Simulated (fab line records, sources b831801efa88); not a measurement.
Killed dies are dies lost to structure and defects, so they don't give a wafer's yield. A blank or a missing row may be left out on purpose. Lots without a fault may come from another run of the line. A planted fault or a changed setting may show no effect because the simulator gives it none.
Which tool did it? | flow sky130 | 13 lots, 37 wafers sampled, at 4 steps of a route of 708

WHAT THE GAUGES READ, wafer by wafer
SKY_FIELD_ISO_THK_MEAS_02. Usual: FIELD_ISO_OXIDATION_00_THK 11.92 nm, standard deviation 0.18.
lot  | measured    | on            | FIELD_ISO_OXIDATION_00_THK (nm) | flag
L423 | day 1 12:22 | film_metro-03 | 11.88 11.79 11.89               |
L424 | day 1 17:20 | film_metro-03 | 11.58 11.67 11.66               |
L426 | day 2 02:59 | film_metro-02 | 11.80 11.92 11.99               |
L428 | day 2 12:51 | film_metro-03 | 11.86 11.98 11.82               |
L430 | day 2 22:38 | film_metro-01 | 11.90 11.73 11.89               |
L433 | day 3 13:38 | film_metro-02 | 11.92 12.03 11.79               |
L439 | day 4 19:38 | film_metro-01 | 11.77 11.96 11.85               |
L440 | day 5 00:40 | film_metro-01 | 12.40 12.37                     |
L441 | day 5 05:38 | film_metro-03 | 12.20 12.35                     |
L442 | day 5 10:38 | film_metro-02 | 11.82 11.77 11.86               |
L443 | day 5 16:25 | film_metro-03 | 12.17 12.10 12.09               |
L444 | day 5 21:32 | film_metro-03 | 11.86 11.90 11.85               |
L445 | day 6 01:38 | film_metro-01 | 12.01 11.68 11.73               |

SKY_NWELL_TW_MEAS_26. Usual: NWELL_2_TW 502, standard deviation 4.
lot  | measured     | on            | NWELL_2_TW  | flag
L423 | day 5 05:52  | film_metro-02 | 501 497 497 |
L424 | day 5 11:45  | film_metro-01 | 500 500 502 |
L426 | day 5 23:52  | film_metro-01 | 500 500 496 |
L428 | day 6 13:04  | film_metro-01 | 501 499 498 |
L430 | day 6 22:49  | film_metro-01 | 501 501 501 |
L433 | day 7 19:13  | film_metro-04 | 500 504 505 |
L439 | day 9 04:36  | film_metro-04 | 508 471 467 | OFF
L440 | day 9 09:23  | film_metro-04 | 468 507     | OFF
L441 | day 9 13:43  | film_metro-02 | 499 453     | OFF
L442 | day 9 19:07  | film_metro-02 | 495 497 498 |
L443 | day 10 05:40 | film_metro-01 | 499 503 501 |
L444 | day 10 09:45 | film_metro-01 | 501 498 498 |
L445 | day 10 14:40 | film_metro-02 | 503 503 502 |

WHICH TOOL RAN EACH LOT (tool, then ch and the chambers of the sampled wafers, then the start)
lot  | SKY_FIELD_ISO_ETCH_15             | SKY_NWELL_IMPLANT_24
L423 | rie_diel-03 ch 1,3, day 2 04:42   | implanter-01 ch 0, day 5 05:38
L424 | rie_diel-03 ch 0,1,3, day 2 10:04 | implanter-04 ch 0, day 5 11:30
L426 | rie_diel-03 ch 2,3, day 2 21:13   | implanter-04 ch 0, day 5 23:37
L428 | rie_diel-04 ch 0,2,3, day 3 07:43 | implanter-01 ch 0, day 6 12:49
L430 | rie_diel-04 ch 0,3, day 3 16:53   | implanter-01 ch 0, day 6 22:35
L433 | rie_diel-04 ch 1,2, day 4 07:46   | implanter-04 ch 0, day 7 18:59
L439 | rie_diel-03 ch 0,2,3, day 5 15:41 | implanter-01 ch 0, day 9 04:21
L440 | rie_diel-01 ch 2,3, day 5 20:01   | implanter-01 ch 0, day 9 09:11
L441 | rie_diel-03 ch 1,2, day 6 02:05   | implanter-01 ch 0, day 9 13:29
L442 | rie_diel-01 ch 0,2,3, day 6 06:32 | implanter-04 ch 0, day 9 18:52
L443 | rie_diel-01 ch 1,3, day 6 14:28   | implanter-03 ch 0, day 10 05:26
L444 | rie_diel-04 ch 0,1,2, day 6 18:53 | implanter-03 ch 0, day 10 09:30
L445 | rie_diel-04 ch 1,3, day 6 23:20   | implanter-03 ch 0, day 10 14:25
- SKY_FIELD_ISO_ETCH_15: etches the open film in CHF3/O2, stops on Si, target depth 180 nm, time 72 s.
- SKY_NWELL_IMPLANT_24

WHAT THE TOOLS THEMSELVES READ (means of the sampled wafers that have a number; where no wafer has one, the mark that the record gives instead)
SKY_FIELD_ISO_ETCH_15. Usual: drypump_motor_current_A 5.8 A, standard deviation 0.35; oes_product_au 0.948 a.u., standard deviation 0.0068; throttle_valve_pct 8.844 %, standard deviation 0.0092.
lot  | tool        | drypump_motor_current_A (A) | oes_product_au (a.u.) | throttle_valve_pct (%) | flag
L423 | rie_diel-03 | 5.6                         | 0.948                 | 8.844                  |
L424 | rie_diel-03 | 5.8                         | 0.948                 | 8.839                  |
L426 | rie_diel-03 | 6.0                         | 0.955                 | 8.852                  |
L428 | rie_diel-04 | 5.9                         | 0.949                 | 8.846                  |
L430 | rie_diel-04 | 5.7                         | 0.949                 | 8.853                  |
L433 | rie_diel-04 | 6.2                         | 0.941                 | 8.848                  |
L439 | rie_diel-03 | 5.9                         | 0.954                 | 8.851                  |
L440 | rie_diel-01 | 5.8                         | 0.928                 | 8.838                  |
L441 | rie_diel-03 | 5.4                         | 0.942                 | 8.839                  |
L442 | rie_diel-01 | 5.8                         | 0.944                 | 8.846                  |
L443 | rie_diel-01 | 5.9                         | 0.949                 | 8.840                  |
L444 | rie_diel-04 | 6.0                         | 0.949                 | 8.845                  |
L445 | rie_diel-04 | 5.5                         | 0.955                 | 8.838                  |

SKY_NWELL_IMPLANT_24. Usual: beam_on_s 9.99 s, standard deviation 0.21; faraday_current_uA 52.0, standard deviation 1.1.
lot  | tool         | beam_on_s (s) | faraday_current_uA | flag
L423 | implanter-01 | 10.00         | 51.9               |
L424 | implanter-04 | 10.07         | 51.6               |
L426 | implanter-04 | 10.00         | 51.7               |
L428 | implanter-01 | 10.02         | 51.8               |
L430 | implanter-01 | 9.69          | 53.6               |
L433 | implanter-04 | 9.88          | 52.5               |
L439 | implanter-01 | 8.56          | 61.9               | OFF
L440 | implanter-01 | 8.68          | 61.2               | OFF
L441 | implanter-01 | 8.84          | 59.9               | OFF
L442 | implanter-04 | 9.93          | 52.2               |
L443 | implanter-03 | 9.95          | 52.1               |
L444 | implanter-03 | 9.88          | 52.4               |
L445 | implanter-03 | 10.07         | 51.5               |

THE ANSWER, worked out from the rows above alone
Rule: a lot is off if the mean of its wafers that have a number lies more than 3 standard deviations from the usual mean. A lot without any number at a reading at which 4 lots or more have one is off too. The other lots that the step has rows for count as sound. The gauges are gone through in route order, then the tools' own readings, and for those a lot's mean is taken as printed above. The first step at which some lot is off is used, and at that step the reading that is off furthest; a lot without a number counts as furthest.
Off: L439, L440, L441, at SKY_NWELL_TW_MEAS_26 (NWELL_2_TW).
A tool fits if, at a process step before that reading, it ran every lot that is off, and no sound lot after the first of them. The gauges at SKY_NWELL_TW_MEAS_26 aren't tried: what is off there is off at SKY_NWELL_IMPLANT_24 too, on other tools, and a gauge's error can't cause that. One fits: implanter-01 at SKY_NWELL_IMPLANT_24. Its last sound lot is L430 (day 6 22:35), its first lot that is off L439 (day 9 04:21): a fault that began between those two fits.
The tool's own readings at SKY_NWELL_IMPLANT_24 bear it out: on the lots that are off they differ by more than 5 times the standard deviation of the sound lots' means. beam_on_s reads 8.69 s there against 9.95 s on the sound lots; faraday_current_uA reads 61.0 there against 52.1 on the sound lots.

WHAT THE SIMULATOR HAD PUT IN
Process parameter drift: implanter-01, from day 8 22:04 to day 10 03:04, at SKY_NWELL_IMPLANT_24. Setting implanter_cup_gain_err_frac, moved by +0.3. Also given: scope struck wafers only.
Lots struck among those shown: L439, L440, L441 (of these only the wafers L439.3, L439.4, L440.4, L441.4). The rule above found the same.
